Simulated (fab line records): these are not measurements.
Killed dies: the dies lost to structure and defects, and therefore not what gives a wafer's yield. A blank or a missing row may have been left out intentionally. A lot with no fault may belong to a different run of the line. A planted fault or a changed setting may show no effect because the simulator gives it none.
Matching of chambers	flow gf180mcu	GF_V1_CMP_26 on cmp-02: 4 sister chambers
The step polishes, stops on SiO2, t overpolish 15 s, target thk 0 nm. 16 wafers are shown with their chamber, then 8 later ones without.

## WAFERS, EACH WITH ITS CHAMBER
wafer	chamber	motor current A (A)	overpolish run s (s)	time to endpoint s (s)
L921.1	1	10.1	15.003	86
L921.4	2	11.4	15.010	82
L921.5	0	12.2	15.003	86
L924.1	1	11.2	15.000	83
L924.3	2	11.2	14.997	83
L924.6	0	12.4	14.988	82
L929.1	0	13.2	14.996	89
L929.2	2	11.3	15.001	89
L929.5	0	12.5	14.999	87
L930.2	1	10.2	15.002	83
L930.4	3	13.5	14.984	90
L930.6	3	13.1	14.986	92
L931.1	2	10.5	14.992	88
L931.2	0	13.0	15.023	89
L931.4	1	10.3	15.000	90
L933.1	2	11.1	14.974	82

SIGNATURES (means of the wafers above)
reading	chamber 0	chamber 1	chamber 2	chamber 3	scatter within a chamber
motor current A	12.660	10.450	11.100	13.300	0.415
overpolish run s	15.00180	15.00125	14.99480	14.98500	0.0108
time to endpoint s	86.60	85.50	84.80	91.00	3.1
Rule: a wafer lies at a distance from a chamber equal to the root of the sum of squares, over the readings, of (its reading less the chamber's mean, divided by the reading's scatter). The wafer belongs to the nearest chamber; if the next one is less than 2 further off, it can't be placed. The scatter is the square root of a quotient: the sum, over the shown wafers, of each reading's squared deviation from its chamber's mean, divided by wafers minus chambers.

## WAFERS WHOSE CHAMBER IS MISSING
wafer	motor current A (A)	overpolish run s (s)	time to endpoint s (s)
L933.3	10.0	15.007	86
L933.4	12.6	15.000	84
L934.2	13.0	14.996	89
L934.3	12.5	14.988	94
L934.5	12.9	14.993	95
L940.1	12.5	15.012	90
L940.2	10.4	15.011	86
L940.3	10.8	14.997	85

## THE CHAMBER EACH PASSED THROUGH
wafer	from the rows above	in truth
L933.3	can't be placed: 1 or 2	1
L933.4	0	0
L934.2	can't be placed: 0 or 3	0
L934.3	can't be placed: 3 or 0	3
L934.5	can't be placed: 3 or 0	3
L940.1	can't be placed: 0 or 3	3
L940.2	can't be placed: 1 or 2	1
L940.3	can't be placed: 2 or 1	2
Correct placement for 1 of the 8. Not placeable from these rows: 7 (in 7, the candidates include the true chamber). Wrongly placed: 0.
